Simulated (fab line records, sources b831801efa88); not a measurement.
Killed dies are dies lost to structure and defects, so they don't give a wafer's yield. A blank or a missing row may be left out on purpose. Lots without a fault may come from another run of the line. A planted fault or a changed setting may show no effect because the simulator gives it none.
Problem report in the 8D (eight disciplines) form, filled by code | flow gf180mcu | the parts of the form that need people (team, actions taken, sign-off) are left out

1. THE PROBLEM
heater_power_total_W at GF_V2_SOFTBAKE_10 reads a mean of 97.22 W on 6 wafers of 2 lots; wafers without a fault read 93.05 W with a standard deviation of 0.055. That is +76 standard deviations from the usual mean.
The step: time 60 s.
First seen on wafer L959.1, day 21 07:00, on litho_track-03. The record holds 39 wafers of 13 lots with a number at this step. Rule for "out", or "out of limits": more than 4 standard deviations from the usual mean. The other wafers with a number count as sound.

2. WHAT IT IS AND WHAT IT IS NOT
question                    | is                                 | is not
which readings at this step | heater_power_total_W, run_length_s | chill_plate_temp_C
which lots                  | L959, L960                         | L955, L957, L958, L961, L969, L971, L972, L973, L975, L977, L978
which wafers of those lots  | all that have a number             | -
read on which tools         | litho_track-03                     | litho_track-01, litho_track-04
when                        | from day 21 07:00                  | up to then (9 sound wafers); but 24 sound wafers of L961, L969, L971, L972, L973, L975, L977, L978 came after

3. SUSPECTS, AND WHAT RULES EACH OUT
Counting: a tool at a process step up to the reading stays a suspect if it ran every lot that is out and no sound lot after the first of them.
- litho_track-03 at GF_V2_SOFTBAKE_10 (time 60 s): ruled out as a lasting fault. Sound lots L972, L973, L975 ran on it after its first lot that is out, L959 (day 21 07:00).
Left after counting: nothing in the record.

4. THE CAUSE (what the simulator had put in)
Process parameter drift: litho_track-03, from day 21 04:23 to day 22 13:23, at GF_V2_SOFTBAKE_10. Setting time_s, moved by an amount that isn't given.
Counting ruled it out, wrongly.

5. THE CHAIN OF EFFECTS, in route order
Each row: a reading whose mean over the struck wafers that have a number lies more than 3 standard deviations from the usual. Only readings for which the record gives a usual standard deviation are gone through. hours: the time from each lot's start at the first step in this table that gives one to its start at this step, as a median over the lots. sigmas: the change in usual standard deviations.
hours | step              | reading              | usual   | on struck wafers | change | sigmas
0     | GF_V2_SOFTBAKE_10 | heater_power_total_W | 93.05 W | 97.22            | +4.17  | +76
0     | GF_V2_SOFTBAKE_10 | run_length_s         | 89.07 s | 81.01            | -8.06  | -35
The process steps in it:
- GF_V2_SOFTBAKE_10: time 60 s.
Readings that are blank on the struck wafers while sound wafers have them: plate_temp_C at GF_V2_SOFTBAKE_10.

6. WHAT WOULD HAVE CAUGHT IT SOONER
In this record the first reading out of limits was taken at day 21 07:00, 3 hours after the fault began at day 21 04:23.
